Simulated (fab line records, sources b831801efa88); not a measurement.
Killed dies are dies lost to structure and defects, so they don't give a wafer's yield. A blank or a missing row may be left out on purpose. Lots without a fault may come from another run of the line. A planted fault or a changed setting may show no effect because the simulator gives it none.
Which tool did it? | flow sky130 | 7 lots, 21 wafers sampled, at 2 steps of a route of 708

WHAT THE GAUGES READ, wafer by wafer
SKY_VIA4_BOW_MEAS_03.
lot  | measured     | on            | VIA4_BOW (um)
L363 | day 42 20:01 | film_metro-01 | 82 77 77
L370 | day 44 19:48 | film_metro-03 | 154 147 144
L374 | day 45 21:08 | film_metro-01 | 84 87 76
L377 | day 46 14:48 | film_metro-01 | 72 65 78
L379 | day 47 00:58 | film_metro-03 | 70 71 76
L381 | day 47 13:59 | film_metro-03 | 86 88 79
L383 | day 47 19:57 | film_metro-01 | 69 72 84

WHICH TOOL RAN EACH LOT (tool, then ch and the chambers of the sampled wafers, then the start)
lot  | SKY_VIA4_CMP_02
L363 | cmp-02 ch 0,2,3, day 42 19:46
L370 | cmp-02 ch 0,1,2, day 44 19:34
L374 | cmp-01 ch 0,2,3, day 45 20:50
L377 | cmp-01 ch 2,3, day 46 14:29
L379 | cmp-01 ch 1,2,3, day 47 00:44
L381 | cmp-02 ch 1,3, day 47 13:44
L383 | cmp-01 ch 0,1,3, day 47 19:38
- SKY_VIA4_CMP_02: polishes SiO2.

THE ANSWER, worked out from the rows above alone
Rule: what is usual is taken from the lots themselves. Put in order of their means at a reading, lots are off if they are a third of the lots or fewer, leave a main group of 4 or more, and stand apart from it by a gap of 3 or more times the standard deviation of the main group's means; of several such gaps the widest counts. A main group whose means are all the same, to the digits that the tables above print for the reading, isn't used. A lot without any number at a reading at which 4 lots or more have one is off too. The other lots that the step has rows for count as sound.
Off: L370, at SKY_VIA4_BOW_MEAS_03 (VIA4_BOW). The main group: mean 77 um, standard deviation 4.8.
A tool fits if, at a process step before that reading, it ran every lot that is off, and no sound lot after the first of them. The gauges at SKY_VIA4_BOW_MEAS_03 are tried like those tools. None of those tried fits.

WHAT THE SIMULATOR HAD PUT IN
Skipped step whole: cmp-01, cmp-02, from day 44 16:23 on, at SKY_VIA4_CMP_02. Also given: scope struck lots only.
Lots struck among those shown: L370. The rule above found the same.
